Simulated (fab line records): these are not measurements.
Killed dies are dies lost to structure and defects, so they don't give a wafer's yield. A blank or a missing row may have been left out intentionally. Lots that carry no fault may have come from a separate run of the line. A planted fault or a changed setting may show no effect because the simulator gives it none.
8D (eight disciplines) problem report, filled in by code -- flow gf180mcu -- the parts of the form that need people (team, actions taken, sign-off) are left out

1. PROBLEM STATEMENT
At GF_CONTACT_SPUTTER_23, cathode_dc_power_W averages 3511.9 W over 2 wafers from 2 lots, while fault-free wafers read 3999.9 W, standard deviation 0.76. So: -99 or more standard deviations from the usual mean.
The step: material TiN, target thk 10 nm, time 40 s.
First observed at day 20 01:04: wafer L264.5, on pvd_sputter-02. The record holds 18 wafers of 6 lots with a number at this step. By rule, "out" or "out of limits" means more than 4 standard deviations away from the usual mean. Any other wafer with a number is counted as sound.

2. WHAT IT IS; WHAT IT IS NOT
question,is,is not
which readings at this step,cathode_dc_power_W,throttle_valve_pct
which lots,"L264, L265","L257, L271, L274, L278"
which wafers of those lots,"L264.5, L265.3","L264.2, L264.6, L265.1, L265.6"
read on which tools,pvd_sputter-02,pvd_sputter-01
when,from day 20 01:04,"up to then (5 sound wafers); but 11 sound wafers of L265, L271, L274, L278 came after"

3. WHAT RULES OUT EACH SUSPECT
Counting: if a tool at a process step up to the reading ran every lot that is out, it stays a suspect. Sound lots after the first of them don't rule it out here, since some wafers of a struck lot are sound.
- rie_diel-04 at GF_CONTACT_ETCH_16 (etches BARC in N2/H2): kept. It ran every lot that is out, first L264 (day 20 00:32).
- rie_diel-04 at GF_CONTACT_ETCH_17 (etches SiO2 in C4F8/O2/Ar, stops on CoSi2, target depth 860 nm): kept. It ran every lot that is out, first L264 (day 20 00:41). With no start given for some of its lots, GF_CONTACT_ETCH_17 uses the hours and lot order of GF_CONTACT_STRIP_18.
- plasma_asher-03 at GF_CONTACT_STRIP_18 (strips in O2/N2): kept. Ran every lot that is out, first one L264 (day 20 00:41); last sound lot up to then L257 (day 16 17:17).
- pvd_sputter-02 at GF_CONTACT_SPUTTER_22 (material Ti, target thk 15 nm, time 80.02 s): kept. Ran every lot that is out, first one L264 (day 20 01:01); last sound lot up to then L257 (day 16 17:36).
- pvd_sputter-02 at GF_CONTACT_SPUTTER_23 (material TiN, target thk 10 nm, time 40 s): kept. Ran every lot that is out, first one L264 (day 20 01:04); last sound lot up to then L257 (day 16 17:40). Its own readings are out on those wafers: cathode_dc_power_W.
Left after counting: rie_diel-04 at GF_CONTACT_ETCH_16, rie_diel-04 at GF_CONTACT_ETCH_17, plasma_asher-03 at GF_CONTACT_STRIP_18, pvd_sputter-02 at GF_CONTACT_SPUTTER_22, pvd_sputter-02 at GF_CONTACT_SPUTTER_23.

4. THE CAUSE (what the simulator had put in)
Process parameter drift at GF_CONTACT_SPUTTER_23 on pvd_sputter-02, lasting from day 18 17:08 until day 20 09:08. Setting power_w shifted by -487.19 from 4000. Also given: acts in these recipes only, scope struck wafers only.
After counting, 5 suspects remain, this tool included.

5. THE CHAIN OF EFFECTS, in route order
Each row: a reading whose mean over the struck wafers that have a number lies more than 3 standard deviations from the usual. Only readings for which the record gives a usual standard deviation are gone through. hours: the time from each lot's start at the first step in this table that gives one to its start at this step, as a median over the lots. sigmas: the change in usual standard deviations.
hours,step,reading,usual,on struck wafers,change,sigmas
0,GF_CONTACT_SPUTTER_23,cathode_dc_power_W,3999.9 W,3511.9,-488.0,-99 or more
Process steps it contains:
- GF_CONTACT_SPUTTER_23: material TiN, target thk 10 nm, time 40 s.

6. WHAT WOULD HAVE CAUGHT IT SOONER
In this record no reading fell out of limits until day 20 01:04, 32 hours after the fault had begun at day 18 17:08.
